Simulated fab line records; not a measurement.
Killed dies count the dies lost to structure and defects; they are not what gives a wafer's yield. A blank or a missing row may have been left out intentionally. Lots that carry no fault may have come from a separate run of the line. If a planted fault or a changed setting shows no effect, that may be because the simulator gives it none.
Which tool is to blame?    flow sky130    Sampling: 11 lots, 33 wafers, 2 of 708 route steps

WHAT THE GAUGES READ, wafer by wafer
SKY_SD_P_OVL_MEAS_08.
lot   measured      on          SD_P_OVL (nm)
L965  day 27 05:55  overlay-02  -2.2 -0.3 -2.0
L969  day 27 22:14  overlay-01  0.7 0.8 -0.8
L968  day 28 00:46  overlay-01  0.5 -2.0 -1.4
L970  day 27 23:04  overlay-02  0.6 1.3 1.1
L972  day 28 22:53  overlay-02  1.3 0.9 1.8
L977  day 30 13:24  overlay-01  1.8 2.4 2.7
L980  day 31 02:11  overlay-01  0.0 0.5 -0.4
L979  day 31 07:47  overlay-02  -0.6 0.5 -0.1
L981  day 31 12:38  overlay-01  -1.4 -1.8 -0.4
L982  day 31 19:46  overlay-01  -1.8 -0.5 -0.5
L985  day 32 19:20  overlay-01  1.1 1.0 2.3

TOOL THAT RAN EACH LOT (tool first, then ch and the chambers of the sampled wafers, then the start)
lot   SKY_LDD_HVN_STRIP_09
L965  plasma asher-04 ch 0,1, day 22 04:06
L969  plasma asher-01 ch 0,1, day 22 22:33
L968  plasma asher-01 ch 0,1, day 22 22:54
L970  plasma asher-03 ch 0,1, day 22 23:45
L972  plasma asher-01 ch 0,1, day 23 23:06
L977  plasma asher-01 ch 0,1, day 25 17:17
L980  plasma asher-04 ch 0,1, day 26 07:33
L979  plasma asher-03 ch 0,1, day 26 12:35
L981  plasma asher-01 ch 0, day 26 18:00
L982  plasma asher-01 ch 0,1, day 27 00:59
L985  plasma asher-03 ch 0,1, day 28 01:36
- SKY_LDD_HVN_STRIP_09: strips in O2/N2.

THE ANSWER, worked out from the rows above alone
Rule: the usual values come from the lots themselves. The widest of any qualifying gaps counts: lots, ordered by their means at a reading, are off when they make up no more than a third of the lots, leave a main group of 4 or more, and stand apart from it by 3 or more times the standard deviation of that group's means. A main group is skipped when, at the precision printed for the reading in the tables above, its means are all equal. Also off: a lot with no number at a reading for which 4 or more lots have one. All remaining lots with rows at the step are treated as sound.
Across all readings shown, no lot is off: no conclusion can be drawn from this.

WHAT THE SIMULATOR HAD PUT IN
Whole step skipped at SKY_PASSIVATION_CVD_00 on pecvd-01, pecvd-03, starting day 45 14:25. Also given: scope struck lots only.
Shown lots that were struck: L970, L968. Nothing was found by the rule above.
